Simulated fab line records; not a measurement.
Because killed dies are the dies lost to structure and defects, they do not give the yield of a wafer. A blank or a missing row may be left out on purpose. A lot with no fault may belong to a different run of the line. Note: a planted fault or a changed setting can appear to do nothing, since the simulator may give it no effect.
2 desks looking at one fault :: flow gf180mcu :: every desk sees just its own numbers, and what lay behind them comes last

## THE TOOL OWNER'S DESK: rtp-anneal-02
Per lot that ran on this tool, the mean of the sampled wafers carrying a number, from the tool's own readings at GF_PSD_RTA_13 (time 20 s). Marked OUT: a lot whose mean sits more than 4 standard deviations from the usual mean, which makes it out of limits; the brackets give that distance.
Columns: A = lamp-power-pct at GF_PSD_RTA_13, usual 36.8 %; B = wafer_temp_C_max at GF_PSD_RTA_13, usual 1028.6
lot: L698
first seen here: day 14 23:05
A: 36.5
B: 1028.4

lot: L701
first seen here: day 15 22:50
A: 36.5
B: 1029.1

lot: L702
first seen here: day 16 08:28
A: 36.5
B: 1029.4

lot: L705
first seen here: day 17 09:41
A: 35.6
B: 1018.9 (-11) OUT

lot: L707
first seen here: day 18 06:23
A: 35.6
B: 1018.6 (-12) OUT

lot: L716
first seen here: day 21 07:47
A: 36.5
B: 1028.9

lot: L718
first seen here: day 21 21:15
A: 36.4
B: 1028.6

lot: L719
first seen here: day 22 02:26
A: 36.5
B: 1029.0
This desk's verdict: out of limits on L705, L707, starting with L705 at day 17 09:41 (wafer_temp_C_max at GF_PSD_RTA_13). L698, L701, L702, L716, L718, L719: within limits.

## FROM THE METROLOGY DESK
What the gauges read for every lot (on any tool): the sampled wafers with a number, averaged. Marked OUT: a lot whose mean sits more than 4 standard deviations from the usual mean, which makes it out of limits; the brackets give that distance.
Columns: A = HV_LDD_TW at GF_HV_LDD_TW_MEAS_11, usual 2409; B = cd-nm at GF_HV_LDD_CD_MEAS_46, usual 398.8 nm; C = NSD_RS at GF_PSD_RS_MEAS_14, usual 46.60 ohm/sq; D = PSD_RS at GF_PSD_RS_MEAS_15, usual 108.6 ohm/sq; E = CONTACT_W_RS at GF_CONTACT_RS_MEAS_25, usual 0.383 ohm/sq
lot: L698
first seen here: day 10 16:39
A: 2402
B: 397.5
C: 46.56
D: 108.4
E: 0.382

lot: L699
first seen here: day 10 19:27
A: 2405
B: 400.3
C: 46.55
D: 108.5
E: 0.385

lot: L701
first seen here: day 11 11:40
A: 2412
B: 396.1
C: 46.65
D: 108.5
E: 0.383

lot: L702
first seen here: day 11 19:58
A: 2418
B: 394.4
C: 46.60
D: 108.7
E: 0.384

lot: L705
first seen here: day 12 18:27
A: 2414
B: 399.9
C: 47.93 (+16) OUT
D: 114.6 (+20) OUT
E: 0.380

lot: L706
first seen here: day 13 02:50
A: 2417
B: 398.9
C: 46.57
D: 108.4
E: 0.384

lot: L707
first seen here: day 13 13:28
A: 2409
B: 402.1
C: 47.99 (+17) OUT
D: 115.5 (+23) OUT
E: 0.381

lot: L709
first seen here: day 14 00:35
A: 2406
B: 398.5
C: 46.52
D: 108.2
E: 0.377

lot: L715
first seen here: day 15 17:53
A: 2395
B: 396.0
C: 46.80
D: 108.9
E: 0.383

lot: L716
first seen here: day 16 05:29
A: 2406
B: 402.3
C: 46.58
D: 108.5
E: 0.377

lot: L717
first seen here: day 16 08:13
A: 2407
B: 399.1
C: 46.55
D: 108.5
E: 0.382

lot: L718
first seen here: day 16 16:43
A: 2403
B: 398.9
C: 46.61
D: 108.3
E: 0.383

lot: L719
first seen here: day 16 22:46
A: 2405
B: 397.1
C: 46.66
D: 108.5
E: 0.386
Per this desk, out of limits: L705, L707; the first was L705, day 17 09:47 (NSD_RS at GF_PSD_RS_MEAS_14). L698, L699, L701, L702, L706, L709, L715, L716, L717, L718, L719: within limits.

## ALL TOGETHER
On L705, L707, at day 17 09:41, an alarm was possible from the tool owner's desk.
At day 17 09:47 the metrology desk could have sounded an alarm, on L705, L707.
All the named lots went through GF_PSD_RTA_13 on rtp-anneal-02.

## WHAT WAS PUT IN BY THE SIMULATOR
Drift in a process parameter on rtp-anneal-02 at GF_PSD_RTA_13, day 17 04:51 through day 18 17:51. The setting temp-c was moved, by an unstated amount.
Shown lots that were struck: L705, L707.
Hours from the fault's start to each desk's first reading out of limits: the tool owner's desk, 5; the metrology desk, 5.
